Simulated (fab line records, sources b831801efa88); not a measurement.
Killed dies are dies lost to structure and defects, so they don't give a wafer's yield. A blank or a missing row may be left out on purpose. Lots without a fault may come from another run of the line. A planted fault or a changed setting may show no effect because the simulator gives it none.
Chamber matching | flow gf180mcu | GF_V1_CMP_04 on cmp-02: 4 sister chambers
The step polishes SiO2. 18 wafers are shown with their chamber, then 9 later ones without.

WAFERS WITH THEIR CHAMBER
wafer  | chamber | motor_current_A (A) | time_to_endpoint_s (s) | slurry_filter_dp_kPa (kPa)
L559.1 | 3       | 10.7                | 83                     | 13.51
L559.3 | 1       | 12.2                | 76                     | 13.59
L559.4 | 2       | 12.4                | 89                     | 13.58
L560.2 | 1       | 12.9                | 72                     | 13.25
L560.4 | 3       | 11.0                | 84                     | 13.59
L560.6 | 0       | 7.8                 | 82                     | 13.61
L563.1 | 1       | 12.6                | 79                     | 13.58
L563.2 | 3       | 10.6                | 79                     | 13.55
L563.4 | 2       | 12.7                | 85                     | 13.31
L564.2 | 1       | 13.0                | 80                     | 13.57
L564.3 | 0       | 7.9                 | 99                     | 13.59
L564.6 | 2       | 13.1                | 80                     | 13.52
L574.2 | 3       | 10.1                | 75                     | 13.43
L574.5 | 2       | 13.6                | 81                     | 13.56
L574.6 | 3       | 10.2                | 88                     | 13.24
L576.2 | 1       | 13.0                | 74                     | 13.57
L576.3 | 2       | 13.4                | 86                     | 13.62
L576.5 | 2       | 13.2                | 86                     | 13.54

SIGNATURES (means of the wafers above)
reading              | chamber 0 | chamber 1 | chamber 2 | chamber 3 | scatter within a chamber
motor_current_A      | 7.850     | 12.740    | 13.067    | 10.520    | 0.38
time_to_endpoint_s   | 90.50     | 76.20     | 84.50     | 81.80     | 4.97
slurry_filter_dp_kPa | 13.6000   | 13.5120   | 13.5217   | 13.4640   | 0.126
Rule: a wafer's distance from a chamber is the root of the sum, over the readings, of the square of ((its reading less the chamber's mean) divided by the reading's scatter). The wafer belongs to the nearest chamber; if the next one is less than 2 further off, it can't be placed. The scatter: the root of (the sum of the squares of (reading less its chamber's mean) over the shown wafers, divided by (wafers less chambers)).

WAFERS WITHOUT THEIR CHAMBER
wafer  | motor_current_A (A) | time_to_endpoint_s (s) | slurry_filter_dp_kPa (kPa)
L580.2 | 10.4                | 75                     | 13.65
L580.5 | 11.0                | 75                     | 13.57
L580.6 | 13.3                | 79                     | 13.41
L581.1 | 10.4                | 79                     | 13.30
L581.4 | 8.7                 | 92                     | 13.54
L581.6 | 12.8                | 81                     | 13.57
L582.3 | 8.4                 | 76                     | 13.58
L582.5 | 10.6                | 81                     | 13.42
L582.6 | 8.3                 | 83                     | 13.38

WHICH CHAMBER EACH WENT THROUGH
wafer  | from the rows above     | in truth
L580.2 | 3                       | 3
L580.5 | 3                       | 3
L580.6 | can't be placed: 2 or 1 | 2
L581.1 | 3                       | 3
L581.4 | 0                       | 0
L581.6 | can't be placed: 2 or 1 | 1
L582.3 | 0                       | 0
L582.5 | 3                       | 3
L582.6 | 0                       | 0
Placed correctly: 7 of 9. Can't be placed from these rows: 2 (the true chamber is among the candidates in 2). Placed wrongly: 0.
